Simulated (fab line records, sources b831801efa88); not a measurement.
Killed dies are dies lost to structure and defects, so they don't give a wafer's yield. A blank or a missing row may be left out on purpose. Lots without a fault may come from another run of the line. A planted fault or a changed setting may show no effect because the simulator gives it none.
fab line records | flow sky130
record lots=6 wafers=18 last_day=50
route steps=708 shown PWDE@84 VT_ADJUST_HVTP@85 VT_ADJUST_LVTN@97 VT_ADJUST_NCORE@119 PAD_OPEN@708
lots that met no fault: from a run of the same line without faults
start_h: hours from the record's first day to the start of the lot's first wafer shown | wait_h: hours since the lot's step before | " the same as in the row above | L1.1+2: a row that stands for several wafers | - no value, or no start given | * or withheld: withheld | < > ~ a bound
route shown NAME@n: a module of which the file shows steps, and the number in the route of the first | usual: mean/standard deviation of fault-free wafers | same: alike in all rows | chamber/n: place in a boat | sites: the reading at each site | _std_site: their standard deviation | _edge_site: outer sites' mean less inner sites' | radius_mm: how far each site lies from the wafer's centre | mask NAME#n: copy n | behind: the tool/chamber that last shaped the wafer | hold: why the lot was held/for how many hours/how that ended | device: the transistor (n, p or np) that didn't switch | end of line: the same wafers' tests at the end of the route | a step without rows: its recipe alone | killed: dies lost to structure and defects at the first sort, not the wafer's yield | map: a wafer's dies, x killed, . not, _ none there
set.NAME: the setting as run; set.NAME@STEP: as run at that earlier step | model.NAME: the simulator's own value behind a step, which no gauge read
lots at some steps of the route; a table a step, a row a wafer
services: from which hour (start_h, from the record's first day; less than 0 if before it) a tool's chamber was out of use, for how many hours, and why
## steps
# step SKY_NWELL_RS_MEAS_31
# recipe thk_meas_gauge=four-point-probe
# usual PWDE_RS=5277/22
# columns lot.wafer tool chamber start_h wait_h PWDE_RS[ohm/sq]
L245.1 film_metro-01 - 142.81 0.1 5330
L245.2 " - " " 5331
L245.4 " - " " 5343
L248.1 film_metro-01 - 169.47 0.1 5272
L248.2 " - " " 5312
L248.3 " - " " 5286
L252.2 film_metro-01 - 191.95 0.1 5294
L252.5 " - " " 5291
L252.6 " - " " 5289
L253.3 film_metro-02 - 195.96 0.1 5288
L253.4 " - " " 5293
L253.5 " - " " 5303
L257.2 film_metro-01 - 217.89 0.1 5277
L257.3 " - " " 5293
L257.6 " - " " 5289
L259.1 film_metro-04 - 227.37 0.1 5253
L259.2 " - " " 5241
L259.3 " - " " 5244
# step SKY_VT_ADJUST_HVTP_DEHYDRATE_00
# recipe temp_c=200 time_s=60
# step SKY_VT_ADJUST_HVTP_HMDS_01
# recipe prime_time_s=60 prime_temp_c=120
# step SKY_VT_ADJUST_HVTP_COAT_02
# recipe resist=NOVOLAK spin_rpm=3000 resist_thk_nm=1140
# step SKY_VT_ADJUST_HVTP_SOFTBAKE_03
# recipe temp_c=90 time_s=60 resist=NOVOLAK
# step SKY_VT_ADJUST_HVTP_EXPOSE_04
# recipe mask_id=HVTPM na=0.6 source_shape=conventional sigma_outer=0.6 polarization=unpolarized target_cd_nm=380 dose_mj=140
# step SKY_VT_ADJUST_HVTP_PEB_05
# recipe temp_c=withheld time_s=* resist=NOVOLAK
# step SKY_VT_ADJUST_HVTP_DEVELOP_06
# recipe resist=NOVOLAK developer=TMAH develop_time_s=60 dev_temp_c=23
# step SKY_VT_ADJUST_HVTP_CD_MEAS_07
# recipe target_cd_nm=380
# usual cd_nm=379.2/2.6
# columns lot.wafer tool chamber start_h wait_h cd_nm
L245.1 cd_sem-01 - 162.28 0.1 378.7
L245.2 " - " " 378.0
L245.4 " - " " 376.8
L248.1 cd_sem-02 - 190.12 0.1 379.8
L248.2 " - " " 382.0
L248.3 " - " " 381.3
L252.2 cd_sem-02 - 213.04 0.1 381.4
L252.5 " - " " 382.3
L252.6 " - " " 380.4
L253.3 cd_sem-01 - 217.67 0.1 379.7
L253.4 " - " " 382.4
L253.5 " - " " 381.3
L257.2 cd_sem-01 - 239.99 0.1 380.5
L257.3 " - " " 380.2
L257.6 " - " " 379.9
L259.1 cd_sem-02 - 250.72 0.1 377.6
L259.2 " - " " 377.0
L259.3 " - " " 376.4
# step SKY_VT_ADJUST_HVTP_OVL_MEAS_08
# usual VT_ADJUST_HVTP_OVL=0.2/1.3
# columns lot.wafer tool chamber start_h wait_h VT_ADJUST_HVTP_OVL[nm]
L245.1 overlay-02 - 162.40 0.1 1.2
L245.2 " - " " 1.6
L245.4 " - " " 2.6
L248.1 overlay-02 - 190.24 0.1 1.6
L248.2 " - " " 0.1
L248.3 " - " " 2.1
L252.2 overlay-02 - 213.15 0.1 1.1
L252.5 " - " " 0.1
L252.6 " - " " -0.3
L253.3 overlay-02 - 217.76 0.1 1.8
L253.4 " - " " 0.7
L253.5 " - " " 0.8
L257.2 overlay-02 - 240.10 0.1 -2.9
L257.3 " - " " -2.5
L257.6 " - " " -0.9
L259.1 overlay-02 - 250.84 0.1 -0.5
L259.2 " - " " -0.4
L259.3 " - " " 0.7
# step SKY_VT_ADJUST_HVTP_IMPLANT_09
# recipe species=As energy_kev=150 dose_cm2=4.3e+12 tilt_deg=withheld
# step SKY_VT_ADJUST_HVTP_STRIP_10
# recipe chemistry=O2/N2 power_w=1400 pressure_mtorr=1500 platen_temp_c=withheld o2_flow_sccm=3000 n2_flow_sccm=300 overash_fraction=0.5
# usual drypump_motor_current_A=5.6/0.42 n2_flow_sccm=300.1/0.92 oes_product_au=0.717/0.0048 strip_time_to_endpoint_s=14.19/0.043
# columns lot.wafer tool chamber start_h wait_h drypump_motor_current_A n2_flow_sccm oes_product_au rf_hours_counter_h strip_time_to_endpoint_s
L245.1 plasma_asher-03 1 162.59 0.1 5.8 299.7 0.721 37 14.19
L245.2 " 0 " " 4.9 300.4 0.717 37 14.20
L245.4 " 1 " " 5.8 301.1 0.714 - 14.17
L248.1 plasma_asher-03 1 190.43 0.1 5.8 299.8 0.716 40 14.25
L248.2 " 0 " " 4.9 299.6 0.723 40 14.30
L248.3 " 1 " " 5.8 300.5 0.712 - 14.27
L252.2 plasma_asher-03 0 213.33 0.1 4.9 299.9 0.718 42 14.21
L252.5 " 1 " " 5.8 302.4 0.719 - 14.23
L252.6 " 0 " " 4.9 300.2 0.713 - 14.24
L253.3 plasma_asher-04 1 218.05 0.1 6.0 299.7 0.718 - 14.20
L253.4 " 0 " " 5.8 299.2 0.714 - 14.19
L253.5 " 1 " " 6.0 300.4 0.721 - 14.21
L257.2 plasma_asher-03 1 240.28 0.1 5.8 301.0 0.732 44 14.16
L257.3 " 1 " " 5.8 301.2 0.715 - 14.16
L257.6 " 0 " " 4.9 300.7 0.713 - 14.15
L259.1 plasma_asher-03 1 251.03 0.1 5.8 301.4 0.715 46 14.22
L259.2 " 0 " " 4.9 300.9 0.708 46 14.20
L259.3 " 1 " " 5.8 300.6 0.718 - 14.24
# step SKY_VT_ADJUST_HVTP_TW_MEAS_11
# usual VT_ADJUST_HVTP_TW=1362/12
# columns lot.wafer tool chamber start_h wait_h VT_ADJUST_HVTP_TW
L245.1 film_metro-02 - 162.69 0.1 1385
L245.2 " - " " 1378
L245.4 " - " " 1369
L248.1 film_metro-04 - 190.53 0.1 1357
L248.2 " - " " 1372
L248.3 " - " " 1365
L252.2 film_metro-03 - 213.44 0.1 1344
L252.5 " - " " 1348
L252.6 " - " " 1346
L253.3 film_metro-04 - 218.14 0.1 1360
L253.4 " - " " 1362
L253.5 " - " " 1358
L257.2 film_metro-02 - 240.39 0.1 1380
L257.3 " - " " 1375
L257.6 " - " " 1381
L259.1 film_metro-03 - 251.13 0.1 1355
L259.2 " - " " 1354
L259.3 " - " " 1352
# step SKY_VT_ADJUST_LVTN_DEHYDRATE_00
# recipe temp_c=200 time_s=60
# step SKY_VT_ADJUST_LVTN_HMDS_01
# recipe prime_time_s=60 prime_temp_c=120
# step SKY_VT_ADJUST_LVTN_COAT_02
# recipe spin_rpm=2000 resist_thk_nm=3000
# step SKY_VT_ADJUST_LVTN_SOFTBAKE_03
# recipe temp_c=110 time_s=withheld
# step SKY_VT_ADJUST_LVTN_EXPOSE_04
# recipe mask_id=NWM_COMPLEMENT_LESS_NATIVE na=0.6 source_shape=conventional sigma_outer=0.6 polarization=unpolarized target_cd_nm=840 dose_mj=194
# step SKY_VT_ADJUST_LVTN_PEB_05
# recipe temp_c=115 time_s=withheld
# step SKY_VT_ADJUST_LVTN_DEVELOP_06
# recipe wall_angle_deg=90 developer=TMAH develop_time_s=60 dev_temp_c=23
# step SKY_VT_ADJUST_LVTN_OVL_MEAS_07
# usual VT_ADJUST_LVTN_OVL=-0.9/1.2
# columns lot.wafer tool chamber start_h wait_h VT_ADJUST_LVTN_OVL[nm]
L245.1 overlay-02 - 183.03 - -0.7
L245.2 " - " " -1.0
L245.4 " - " " -0.1
L248.1 overlay-02 - 211.62 - -2.9
L248.2 " - " " -1.6
L248.3 " - " " -1.9
L252.2 overlay-01 - 235.53 - 0.1
L252.5 " - " " 1.2
L252.6 " - " " 0.3
L253.3 overlay-02 - 240.64 - -0.6
L253.4 " - " " -1.5
L253.5 " - " " 0.2
L257.2 overlay-01 - 264.23 - -0.6
L257.3 " - " " -0.8
L257.6 " - " " -1.4
L259.1 overlay-01 - 274.37 - -0.4
L259.2 " - " " -0.3
L259.3 " - " " -2.4
# step SKY_VT_ADJUST_LVTN_IMPLANT_08
# recipe species=B energy_kev=30 dose_cm2=1.57e+12 tilt_deg=withheld
# step SKY_VT_ADJUST_LVTN_STRIP_09
# recipe chemistry=O2/N2 power_w=1400 pressure_mtorr=1500 platen_temp_c=withheld o2_flow_sccm=3000 n2_flow_sccm=300 overash_fraction=0.5
# usual drypump_motor_current_A=5.7/0.33 n2_flow_sccm=300.1/0.96 oes_product_au=0.722/0.0045 strip_time_to_endpoint_s=36.93/0.091
# columns lot.wafer tool chamber start_h wait_h drypump_motor_current_A n2_flow_sccm oes_product_au rf_hours_counter_h strip_time_to_endpoint_s
L245.1 plasma_asher-04 1 183.22 0.1 6.0 301.5 0.724 49 36.92
L245.2 " 0 " " 5.8 301.4 0.727 49 36.85
L245.4 " 1 " " 6.0 298.9 0.719 - 36.95
L248.1 plasma_asher-04 1 211.81 0.1 6.0 300.1 0.727 51 37.01
L248.2 " 0 " " 5.8 301.3 0.718 51 37.04
L248.3 " 1 " " 6.0 299.3 0.721 - 37.06
L252.2 plasma_asher-04 1 235.71 0.1 6.0 299.7 0.725 54 36.94
L252.5 " 0 " " 5.8 298.4 0.718 - 36.94
L252.6 " 1 " " 6.0 299.9 0.729 - 36.87
L253.3 plasma_asher-02 0 240.85 0.1 5.7 301.4 0.714 - 36.74
L253.4 " 1 " " 5.8 300.8 0.722 - 36.80
L253.5 " 1 " " 5.8 300.4 0.721 - 36.81
L257.2 plasma_asher-02 0 264.41 0.1 5.7 300.1 0.724 16 36.92
L257.3 " 1 " " 5.8 300.5 0.717 - 36.97
L257.6 " 0 " " 5.7 300.3 0.720 - 37.08
L259.1 plasma_asher-03 1 274.56 0.1 5.8 299.4 0.721 48 36.93
L259.2 " 0 " " 4.9 299.4 0.724 48 36.89
L259.3 " 0 " " 4.9 299.9 0.725 - 36.93
# step SKY_VT_ADJUST_LVTN_TW_MEAS_10
# usual VT_ADJUST_LVTN_TW=242.8/2.5
# columns lot.wafer tool chamber start_h wait_h VT_ADJUST_LVTN_TW
L245.1 film_metro-01 - 183.32 0.1 245.4
L245.2 " - " " 245.9
L245.4 " - " " 245.6
L248.1 film_metro-03 - 211.91 0.1 240.3
L248.2 " - " " 239.2
L248.3 " - " " 238.9
L252.2 film_metro-03 - 235.82 0.1 241.4
L252.5 " - " " 241.3
L252.6 " - " " 241.7
L253.3 film_metro-01 - 240.93 0.1 245.5
L253.4 " - " " 246.6
L253.5 " - " " 245.6
L257.2 film_metro-01 - 264.52 0.1 246.6
L257.3 " - " " 246.0
L257.6 " - " " 246.6
L259.1 film_metro-03 - 274.66 0.1 240.7
L259.2 " - " " 240.7
L259.3 " - " " 240.8
# step SKY_VT_ADJUST_LVTN_DEHYDRATE_11
# recipe temp_c=200 time_s=60
# step SKY_VT_ADJUST_LVTN_HMDS_12
# recipe prime_time_s=60 prime_temp_c=120
# step SKY_VT_ADJUST_LVTN_COAT_13
# recipe resist=NOVOLAK spin_rpm=3000 resist_thk_nm=1140
# step SKY_VT_ADJUST_LVTN_SOFTBAKE_14
# recipe temp_c=90 time_s=60 resist=NOVOLAK
# step SKY_VT_ADJUST_LVTN_EXPOSE_15
# recipe mask_id=HVN_STD_DERIVED na=0.6 source_shape=conventional sigma_outer=0.6 polarization=unpolarized target_cd_nm=600 dose_mj=163
# step SKY_VT_ADJUST_LVTN_PEB_16
# recipe temp_c=withheld time_s=* resist=NOVOLAK
# step SKY_VT_ADJUST_LVTN_DEVELOP_17
# recipe resist=NOVOLAK developer=TMAH develop_time_s=60 dev_temp_c=23
# step SKY_VT_ADJUST_LVTN_OVL_MEAS_18
# usual VT_ADJUST_LVTN_01_OVL=-0.8/1.2
# columns lot.wafer tool chamber start_h wait_h VT_ADJUST_LVTN_01_OVL[nm]
L245.1 overlay-02 - 204.08 0.1 1.0
L245.2 " - " " 1.4
L245.4 " - " " -0.1
L248.1 overlay-01 - 233.72 0.1 -1.0
L248.2 " - " " -0.7
L248.3 " - " " -1.3
L252.2 overlay-01 - 259.04 0.1 -0.4
L252.5 " - " " -0.4
L252.6 " - " " -1.5
L253.3 overlay-02 - 264.14 0.1 0.1
L253.4 " - " " -2.3
L253.5 " - " " -0.4
L257.2 overlay-02 - 288.69 0.1 0.6
L257.3 " - " " -2.3
L257.6 " - " " -1.4
L259.1 overlay-01 - 299.23 0.1 -0.1
L259.2 " - " " -0.8
L259.3 " - " " -0.5
# step SKY_VT_ADJUST_LVTN_IMPLANT_19
# recipe species=B energy_kev=30 dose_cm2=6.5e+11 tilt_deg=withheld
# step SKY_VT_ADJUST_LVTN_STRIP_20
# recipe chemistry=O2/N2 power_w=1400 pressure_mtorr=1500 platen_temp_c=withheld o2_flow_sccm=3000 n2_flow_sccm=300 overash_fraction=0.5
# usual drypump_motor_current_A=5.7/0.34 n2_flow_sccm=300.0/0.83 oes_product_au=0.716/0.0046 strip_time_to_endpoint_s=14.17/0.033
# columns lot.wafer tool chamber start_h wait_h drypump_motor_current_A n2_flow_sccm oes_product_au rf_hours_counter_h strip_time_to_endpoint_s
L245.1 plasma_asher-02 1 204.27 0.1 5.8 298.0 0.719 10 14.15
L245.2 " 0 " " 5.7 300.3 0.714 10 14.10
L245.4 " 1 " " 5.8 299.7 0.719 - 14.13
L248.1 plasma_asher-02 0 233.91 0.1 5.7 298.7 0.718 13 14.14
L248.2 " 1 " " 5.8 297.9 0.715 13 14.17
L248.3 " 1 " " 5.8 298.4 0.712 - 14.18
L252.2 plasma_asher-04 0 259.22 0.1 5.7 299.8 0.713 56 14.19
L252.5 " 0 " " 5.8 300.2 0.724 - 14.18
L252.6 " 1 " " 6.0 300.5 0.709 - 14.19
L253.3 plasma_asher-03 0 264.35 0.1 4.9 299.7 0.701 - 14.19
L253.4 " 1 " " 5.8 300.2 0.723 - 14.19
L253.5 " 1 " " 5.8 300.7 0.718 - 14.16
L257.2 plasma_asher-04 0 288.87 0.1 5.8 302.1 0.712 59 14.15
L257.3 " 0 " " 5.8 299.6 0.711 - 14.19
L257.6 " 0 " " 5.8 300.6 0.715 - 14.19
L259.1 plasma_asher-04 0 299.42 0.1 5.8 300.0 0.716 61 14.19
L259.2 " 1 " " 6.0 299.5 0.727 61 14.14
L259.3 " 0 " " 5.7 300.4 0.724 - 14.16
# step SKY_VT_ADJUST_LVTN_TW_MEAS_21
# usual VT_ADJUST_LVTN_2_TW=189.2/1.6
# columns lot.wafer tool chamber start_h wait_h VT_ADJUST_LVTN_2_TW
L245.1 film_metro-01 - 204.37 0.1 190.8
L245.2 " - " " 191.2
L245.4 " - " " 190.6
L248.1 film_metro-03 - 234.01 0.1 188.6
L248.2 " - " " 188.3
L248.3 " - " " 188.6
L252.2 film_metro-01 - 259.33 0.1 192.4
L252.5 " - " " 192.2
L252.6 " - " " 190.7
L253.3 film_metro-01 - 264.44 0.1 191.3
L253.4 " - " " 192.5
L253.5 " - " " 191.8
L257.2 film_metro-01 - 288.98 0.1 192.4
L257.3 " - " " 192.2
L257.6 " - " " 191.5
L259.1 film_metro-03 - 299.52 0.1 188.3
L259.2 " - " " 188.2
L259.3 " - " " 187.5
# step SKY_VT_ADJUST_NCORE_DEHYDRATE_00
# recipe temp_c=200 time_s=60
# step SKY_VT_ADJUST_NCORE_HMDS_01
# recipe prime_time_s=60 prime_temp_c=120
# step SKY_VT_ADJUST_NCORE_COAT_02
# recipe resist=NOVOLAK spin_rpm=3000 resist_thk_nm=1140
# step SKY_VT_ADJUST_NCORE_SOFTBAKE_03
# recipe temp_c=90 time_s=60 resist=NOVOLAK
# step SKY_VT_ADJUST_NCORE_EXPOSE_04
# recipe mask_id=LVTN_COMPLEMENT_THIN na=0.6 source_shape=conventional sigma_outer=0.6 polarization=unpolarized target_cd_nm=380 dose_mj=139
# step SKY_VT_ADJUST_NCORE_PEB_05
# recipe temp_c=withheld time_s=* resist=NOVOLAK
# step SKY_PAD_OPEN_PROBE_99
# usual killed_at_M0_to_M3=44/7.7 killed_at_M4_up=3.2/1.7 killed_at_contacts=24/5.3 killed_at_front_end=15/4.3 killed_at_other=0.3/0.57 killed_dies=87/11 killed_open=47/7.4 killed_short=40/6.5
# same gross_dies=492 killed_at_back_side=0
# columns lot.wafer tool chamber start_h wait_h killed_at_M0_to_M3 killed_at_M4_up killed_at_contacts killed_at_front_end killed_at_other killed_dies killed_open killed_short
L257.2 prober-01 - 1179.60 0.1 41 0 33 47 0 121 57 36
L257.3 prober-01 - 1179.65 0.2 42 3 29 39 0 113 43 44
L257.6 prober-01 - 1179.80 0.2 36 6 20 91 0 153 49 32
L259.1 prober-01 - 1187.97 0.1 42 2 25 42 0 111 50 32
L259.2 prober-01 - 1188.02 0.1 31 0 13 82 0 126 26 27
L259.3 prober-01 - 1188.07 0.2 32 3 12 49 0 96 36 26
# killed by level:class
L257.2 VT_ADJUST_HVTP:unspecified=28 CONTACT:geometric_particle:open=14 VIA3:geometric_particle:open=11 CONTACT:geometric_particle:short=7 VIA2:geometric_particle:open=7 METAL2:geometric_particle:short=7 METAL1:geometric_particle:short=6 POLY_GATE:geometric_particle:open=5
L257.3 VT_ADJUST_HVTP:unspecified=26 CONTACT:geometric_particle:open=11 METAL3:geometric_particle:short=8 LI_CONTACT:geometric_particle:open=7 VIA1:geometric_particle:short=7 VIA1:geometric_particle:open=6 VIA2:geometric_particle:open=5 CONTACT:geometric_particle:short=5
L257.6 VT_ADJUST_HVTP:unspecified=72 VIA2:geometric_particle:open=9 CONTACT:geometric_particle:open=8 LI_CONTACT:geometric_particle:open=6 METAL2:geometric_particle:short=5 FIELD_ISO:geometric_particle:open=4 POLY_GATE:geometric_particle:open=4 VIA1:geometric_particle:open=4
L259.1 VT_ADJUST_HVTP:unspecified=28 VIA1:geometric_particle:open=14 LI_CONTACT:geometric_particle:open=11 VIA2:geometric_particle:open=6 METAL1:geometric_particle:short=5 LOCAL_INTERCONNECT:geometric_particle:short=4 CONTACT:geometric_particle:open=4 VIA3:geometric_particle:open=4
L259.2 VT_ADJUST_HVTP:unspecified=72 FIELD_ISO:geometric_particle:short=6 VIA3:geometric_particle:open=6 VIA1:geometric_particle:open=5 CONTACT:geometric_particle:short=4 CONTACT:geometric_particle:open=4 VIA2:geometric_particle:open=4 POLY_GATE:geometric_particle:open=3
L259.3 VT_ADJUST_HVTP:unspecified=33 VIA1:geometric_particle:open=9 METAL1:geometric_particle:short=6 FIELD_ISO:geometric_particle:short=5 POLY_GATE:geometric_particle:open=5 LI_CONTACT:geometric_particle:open=5 VIA3:geometric_particle:open=5 VIA2:geometric_particle:open=4
# map L257.6 (x killed, . not)
__________.xx..x.x.._________
________.......x....xx_______
______.x.xx..........x.._____
_____x..x..x.............____
____.x....x...x......xx...___
___....x....x...........x..__
__.x........................_
_.x.xx.xx.x....xx.x..x.......
_........x.....x...x.x.......
_x.............x.x.xx...x....
_x..x..x...x..x.xxxxxxx.x....
_.xx..x....x.xxxxxxxxxxx.x...
_xxx..x.....xxxxxxxxxxx......
_.x.xx...x..xxxxxxxxxx.......
_...........xxxxxxxxxxx.x.x.x
__..x......x.xxxxxxxx..x...._
___..x......x.xx.xxxxx.....__
____x.x.x.....x...........___
_____......xx.x....x.....____
______..x.x............._____
________x.xx...x.x...x_______
__________...x.....x_________
# map L259.2 (x killed, . not)
__________xx.xx.x..._________
________.............._______
______.x................_____
_____...x.xx.x...........____
____.xx...............x...___
___.....x..x.....x........x__
__.........x................_
_...x....x.x..x....x.....x...
_..............x...x....x....
_......x....x...x.xx.........
_.....x..x..xxxxxxxxx........
_..x..x....x.xxxxxxxxx.......
_....x.......xxxxxxxxxx..x...
_........xx.xxxxxxxxxxx.x....
_x.x.....x..xxxxxxxxx.x..x..x
__....x.x..xx.xxxxxxx......._
___x........xx.xxxxxx.....x__
____....x......x.......x..___
_____......x.....x.......____
______..x..............._____
________......x....x.._______
__________x........._________
## services
# columns tool chamber start_h hours kind
plasma_asher-04 - 155.69 4.3 pm
plasma_asher-02 - 180.26 0.4 repair
plasma_asher-03 - 182.25 0.7 repair
plasma_asher-03 - 266.13 1.1 repair
plasma_asher-02 - 267.92 4.6 repair
plasma_asher-03 - 288.44 2.5 repair
## key
first_sign step=SKY_PAD_OPEN_PROBE_99 reading=killed_at_front_end direction=up sigmas=10 usual=15 struck=58
effect step=SKY_PAD_OPEN_PROBE_99 reading=killed_dies direction=up sigmas=3 usual=87 struck=120
met_at SKY_VT_ADJUST_HVTP_STRIP_10
struck_wafers L257.2,L257.3,L257.6,L259.1,L259.2,L259.3
tester_left_out L257,L259
onset_between 213.33 240.28
also_fits time
fault kind=chamber_particle_source tool=plasma_asher-03 chamber=- onset_h=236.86 steps=SKY_VT_ADJUST_HVTP_STRIP_10 rate_per_visit_cm2=2.0414 end_h=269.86
# tester_left_out: of these lots the tester's yield and bins aren't shown, on N5 and GAA mostly nor the transistor test; their killed dies are dies lost to structure and defects alone, not to doping, threshold or leakage, so they don't give the yield
